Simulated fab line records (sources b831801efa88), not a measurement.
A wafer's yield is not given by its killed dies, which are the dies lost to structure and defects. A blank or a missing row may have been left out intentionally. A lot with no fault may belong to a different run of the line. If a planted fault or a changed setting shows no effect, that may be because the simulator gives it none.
Which tool is to blame? ; flow gf180mcu ; 7 lots, 20 wafers sampled, at 1 step of a route of 602

## WHAT EACH GAUGE READ, for each wafer
GF_DUAL_GATE_THK_MEAS_03.
lot;measured;on;DUAL_GATE_OXIDATION_00_THK (nm)
L220;day 7 22:07;film-metro-04;10.93 11.01 11.03
L223;day 8 18:34;film-metro-02;11.20 11.32 11.11
L228;day 10 08:39;film-metro-01;10.76 10.80
L233;day 11 11:49;film-metro-04;10.71 10.76 10.92
L235;day 12 02:24;film-metro-02;10.57 10.68 10.92
L238;day 13 00:05;film-metro-02;10.89 11.04 10.89
L241;day 13 20:01;film-metro-02;11.03 10.78 10.81

## TOOL THAT RAN EACH LOT (tool first, then ch and the chambers of the sampled wafers, then the start)
Record: no process step prior to these readings.

## THE ANSWER, worked out from the rows above alone
Rule: what is usual is taken from the lots themselves. Put in order of their means at a reading, lots are off if they are a third of the lots or fewer, leave a main group of 4 or more, and stand apart from it by a gap of 3 or more times the standard deviation of the main group's means; of several such gaps the widest counts. A main group whose means are all the same, to the digits that the tables above print for the reading, isn't used. A lot without any number at a reading at which 4 lots or more have one is off too. All remaining lots with rows at the step are treated as sound.
Nothing can be told from this: no lot is off at any reading shown.

## WHAT HAD BEEN PUT IN BY THE SIMULATOR
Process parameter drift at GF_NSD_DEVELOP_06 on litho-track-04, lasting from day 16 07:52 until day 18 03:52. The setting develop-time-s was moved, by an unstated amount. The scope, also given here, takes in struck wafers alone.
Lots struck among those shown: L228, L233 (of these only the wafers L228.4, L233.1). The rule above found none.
